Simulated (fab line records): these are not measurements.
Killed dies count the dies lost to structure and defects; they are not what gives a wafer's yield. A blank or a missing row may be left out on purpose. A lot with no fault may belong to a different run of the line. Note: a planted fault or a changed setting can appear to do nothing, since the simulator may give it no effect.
Which tool did it? :: flow gf180mcu :: 15 lots, 45 wafers sampled, at 4 steps of a route of 602

== WHAT THE GAUGES SHOWED, per wafer ==
GF_HV_LDD_OVL_MEAS_20.
lot: L263
measured: day 10 18:23
on: overlay-02
HV_LDD_01_OVL (nm): 0.4 2.6 2.0

lot: L272
measured: day 13 11:05
on: overlay-01
HV_LDD_01_OVL (nm): 2.8 1.6 3.7

lot: L273
measured: day 13 19:45
on: overlay-01
HV_LDD_01_OVL (nm): 0.4 2.1 0.8

lot: L274
measured: day 14 07:38
on: overlay-02
HV_LDD_01_OVL (nm): 0.9 1.8 1.5

lot: L275
measured: day 14 13:38
on: overlay-01
HV_LDD_01_OVL (nm): -0.5 0.5 0.6

lot: L276
measured: day 15 04:14
on: overlay-01
HV_LDD_01_OVL (nm): 1.5 1.1 1.3

lot: L277
measured: day 15 07:20
on: overlay-02
HV_LDD_01_OVL (nm): 1.7 1.0 0.7

lot: L278
measured: day 15 12:56
on: overlay-02
HV_LDD_01_OVL (nm): 0.5 1.2 1.2

lot: L279
measured: day 15 20:46
on: overlay-02
HV_LDD_01_OVL (nm): 2.9 -1.9 -0.4

lot: L280
measured: day 16 03:09
on: overlay-01
HV_LDD_01_OVL (nm): 0.9 1.6 -0.2

lot: L282
measured: day 16 16:02
on: overlay-02
HV_LDD_01_OVL (nm): -0.7 1.1 0.7

lot: L283
measured: day 17 02:48
on: overlay-02
HV_LDD_01_OVL (nm): 2.4 1.6 0.7

lot: L284
measured: day 17 12:39
on: overlay-02
HV_LDD_01_OVL (nm): -0.7 2.8 0.9

lot: L285
measured: day 17 20:31
on: overlay-02
HV_LDD_01_OVL (nm): 3.2 2.1 2.6

lot: L286
measured: day 18 06:05
on: overlay-02
HV_LDD_01_OVL (nm): 0.3 0.2 -0.6

GF_HV_LDD_RS_MEAS_53: the measuring method here is four-point-probe.
lot: L263
measured: day 12 09:38
on: film_metro-02
HV_LDD_RS (ohm/sq): 418.6 419.1 419.2

lot: L272
measured: day 15 06:20
on: film_metro-04
HV_LDD_RS (ohm/sq): - - -

lot: L273
measured: day 15 15:38
on: film_metro-02
HV_LDD_RS (ohm/sq): - - -

lot: L274
measured: day 16 04:13
on: film_metro-03
HV_LDD_RS (ohm/sq): - - -

lot: L275
measured: day 16 10:50
on: film_metro-04
HV_LDD_RS (ohm/sq): 418.0 418.0 417.1

lot: L276
measured: day 17 04:23
on: film_metro-03
HV_LDD_RS (ohm/sq): 419.5 419.1 418.6

lot: L277
measured: day 17 06:02
on: film_metro-02
HV_LDD_RS (ohm/sq): 418.3 418.1 419.6

lot: L278
measured: day 17 11:28
on: film_metro-04
HV_LDD_RS (ohm/sq): 417.3 415.7 416.8

lot: L279
measured: day 17 19:34
on: film_metro-04
HV_LDD_RS (ohm/sq): 419.4 419.2 419.4

lot: L280
measured: day 18 03:38
on: film_metro-03
HV_LDD_RS (ohm/sq): 418.9 418.2 418.6

lot: L282
measured: day 18 16:28
on: film_metro-03
HV_LDD_RS (ohm/sq): 418.7 417.5 418.7

lot: L283
measured: day 19 03:51
on: film_metro-03
HV_LDD_RS (ohm/sq): 419.4 419.4 418.0

lot: L284
measured: day 19 13:28
on: film_metro-02
HV_LDD_RS (ohm/sq): 419.8 419.1 419.6

lot: L285
measured: day 19 21:14
on: film_metro-02
HV_LDD_RS (ohm/sq): 417.9 418.8 419.2

lot: L286
measured: day 20 08:30
on: film_metro-02
HV_LDD_RS (ohm/sq): 417.6 418.1 417.8

GF_SALICIDE_THK_MEAS_05: measures by xrf.
lot: L263
measured: day 15 02:55
on: film_metro-04
SALICIDE_TIN_THK (nm): 20.06 20.10 20.03

lot: L275
measured: day 19 15:48
on: film_metro-02
SALICIDE_TIN_THK (nm): 19.79 20.09 19.76

lot: L276
measured: day 20 08:27
on: film_metro-01
SALICIDE_TIN_THK (nm): 19.72 19.72 19.96

lot: L277
measured: day 20 09:31
on: film_metro-01
SALICIDE_TIN_THK (nm): 19.64 19.54 19.57

lot: L278
measured: day 20 15:41
on: film_metro-04
SALICIDE_TIN_THK (nm): 19.63 19.77 19.64

lot: L279
measured: day 20 23:02
on: film_metro-02
SALICIDE_TIN_THK (nm): 20.04 20.01 20.10

lot: L280
measured: day 21 08:10
on: film_metro-04
SALICIDE_TIN_THK (nm): 19.94 20.05 19.95

lot: L282
measured: day 21 21:13
on: film_metro-01
SALICIDE_TIN_THK (nm): 19.35 19.73 19.47

lot: L283
measured: day 22 08:18
on: film_metro-01
SALICIDE_TIN_THK (nm): 19.67 20.07 19.91

lot: L284
measured: day 22 17:07
on: film_metro-04
SALICIDE_TIN_THK (nm): 19.94 19.68 19.81

lot: L285
measured: day 23 02:11
on: film_metro-01
SALICIDE_TIN_THK (nm): 19.93 19.74 19.98

lot: L286
measured: day 23 10:51
on: film_metro-01
SALICIDE_TIN_THK (nm): 20.02 19.61 19.79

== WHICH TOOL RAN EACH LOT (tool, then ch and the chambers of the sampled wafers, then the start) ==
lot: L263
GF_HV_LDD_RTA_52: rtp_anneal-02 ch 0, day 12 09:34

lot: L272
GF_HV_LDD_RTA_52: rtp_anneal-01, day 15 06:15

lot: L273
GF_HV_LDD_RTA_52: rtp_anneal-02, day 15 15:35

lot: L274
GF_HV_LDD_RTA_52: rtp_anneal-01, day 16 04:08

lot: L275
GF_HV_LDD_RTA_52: rtp_anneal-02 ch 0, day 16 10:45

lot: L276
GF_HV_LDD_RTA_52: rtp_anneal-02 ch 0, day 17 04:20

lot: L277
GF_HV_LDD_RTA_52: rtp_anneal-01 ch 0, day 17 05:58

lot: L278
GF_HV_LDD_RTA_52: rtp_anneal-02 ch 0, day 17 11:23

lot: L279
GF_HV_LDD_RTA_52: rtp_anneal-02 ch 0, day 17 19:28

lot: L280
GF_HV_LDD_RTA_52: rtp_anneal-01 ch 0, day 18 03:34

lot: L282
GF_HV_LDD_RTA_52: rtp_anneal-01 ch 0, day 18 16:23

lot: L283
GF_HV_LDD_RTA_52: rtp_anneal-01 ch 0, day 19 03:47

lot: L284
GF_HV_LDD_RTA_52: rtp_anneal-01 ch 0, day 19 13:23

lot: L285
GF_HV_LDD_RTA_52: rtp_anneal-02 ch 0, day 19 21:10

lot: L286
GF_HV_LDD_RTA_52: rtp_anneal-01 ch 0, day 20 08:26
- GF_HV_LDD_RTA_52: time 10 s.

== WHAT THE TOOLS THEMSELVES READ (means of the sampled wafers that have a number; where no wafer has one, the mark that the record gives instead) ==
GF_HV_LDD_RTA_52.
lot: L263
tool: rtp_anneal-02
anneal_temp_c_max: 1004.9
chamber_o2_ppm: 1.996
lamp_power_pct (%): 37
wafer_temp_C_max: 1002.3

lot: L272
tool: rtp_anneal-01
anneal_temp_c_max: -
chamber_o2_ppm: -
lamp_power_pct (%): -
wafer_temp_C_max: -

lot: L273
tool: rtp_anneal-02
anneal_temp_c_max: -
chamber_o2_ppm: -
lamp_power_pct (%): -
wafer_temp_C_max: -

lot: L274
tool: rtp_anneal-01
anneal_temp_c_max: -
chamber_o2_ppm: -
lamp_power_pct (%): -
wafer_temp_C_max: -

lot: L275
tool: rtp_anneal-02
anneal_temp_c_max: 1005.3
chamber_o2_ppm: 1.994
lamp_power_pct (%): 37
wafer_temp_C_max: 1004.0

lot: L276
tool: rtp_anneal-02
anneal_temp_c_max: 1004.3
chamber_o2_ppm: 1.992
lamp_power_pct (%): 37
wafer_temp_C_max: 1003.2

lot: L277
tool: rtp_anneal-01
anneal_temp_c_max: 1005.2
chamber_o2_ppm: 2.001
lamp_power_pct (%): 30
wafer_temp_C_max: 1006.4

lot: L278
tool: rtp_anneal-02
anneal_temp_c_max: 1004.9
chamber_o2_ppm: 2.009
lamp_power_pct (%): 37
wafer_temp_C_max: 1003.2

lot: L279
tool: rtp_anneal-02
anneal_temp_c_max: 1003.8
chamber_o2_ppm: 1.992
lamp_power_pct (%): 37
wafer_temp_C_max: 1003.7

lot: L280
tool: rtp_anneal-01
anneal_temp_c_max: 1005.8
chamber_o2_ppm: 2.003
lamp_power_pct (%): 30
wafer_temp_C_max: 1007.2

lot: L282
tool: rtp_anneal-01
anneal_temp_c_max: 1005.2
chamber_o2_ppm: 2.003
lamp_power_pct (%): 30
wafer_temp_C_max: 1007.8

lot: L283
tool: rtp_anneal-01
anneal_temp_c_max: 1004.2
chamber_o2_ppm: 2.012
lamp_power_pct (%): 30
wafer_temp_C_max: 1006.1

lot: L284
tool: rtp_anneal-01
anneal_temp_c_max: 1005.5
chamber_o2_ppm: 2.006
lamp_power_pct (%): 30
wafer_temp_C_max: 1006.8

lot: L285
tool: rtp_anneal-02
anneal_temp_c_max: 1004.2
chamber_o2_ppm: 2.013
lamp_power_pct (%): 37
wafer_temp_C_max: 1002.6

lot: L286
tool: rtp_anneal-01
anneal_temp_c_max: 1004.8
chamber_o2_ppm: 1.990
lamp_power_pct (%): 30
wafer_temp_C_max: 1007.2

== THE ANSWER, worked out from the rows above alone ==
Rule: the lots themselves supply what counts as usual. The widest of any qualifying gaps counts: lots, ordered by their means at a reading, are off when they make up no more than a third of the lots, leave a main group of 4 or more, and stand apart from it by 3 or more times the standard deviation of that group's means. The tables above print the reading to a certain number of digits; a main group whose means all agree to those digits is not used. Also off: a lot with no number at a reading for which 4 or more lots have one. All remaining lots with rows at the step are treated as sound. The gauges are gone through in route order, then the tools' own readings, and for those a lot's mean is taken as printed above. The first step at which some lot is off is used, and at that step the reading that is off furthest; a lot without a number counts as furthest.
Off: at GF_HV_LDD_RS_MEAS_53 (HV_LDD_RS), L272, L273, L274. Without a number there: L272, L273, L274. Main group: mean 418.5 ohm/sq, sd 0.77.
If a tool, at a process step before that reading, ran all the lots that are off and no sound lot after the first of them, it fits. The gauges at GF_HV_LDD_RS_MEAS_53 aren't tried: what is off there is off at GF_HV_LDD_RTA_52 too, on other tools, and a gauge's error can't cause that. None of those tried fits.

== WHAT THE SIMULATOR PUT IN ==
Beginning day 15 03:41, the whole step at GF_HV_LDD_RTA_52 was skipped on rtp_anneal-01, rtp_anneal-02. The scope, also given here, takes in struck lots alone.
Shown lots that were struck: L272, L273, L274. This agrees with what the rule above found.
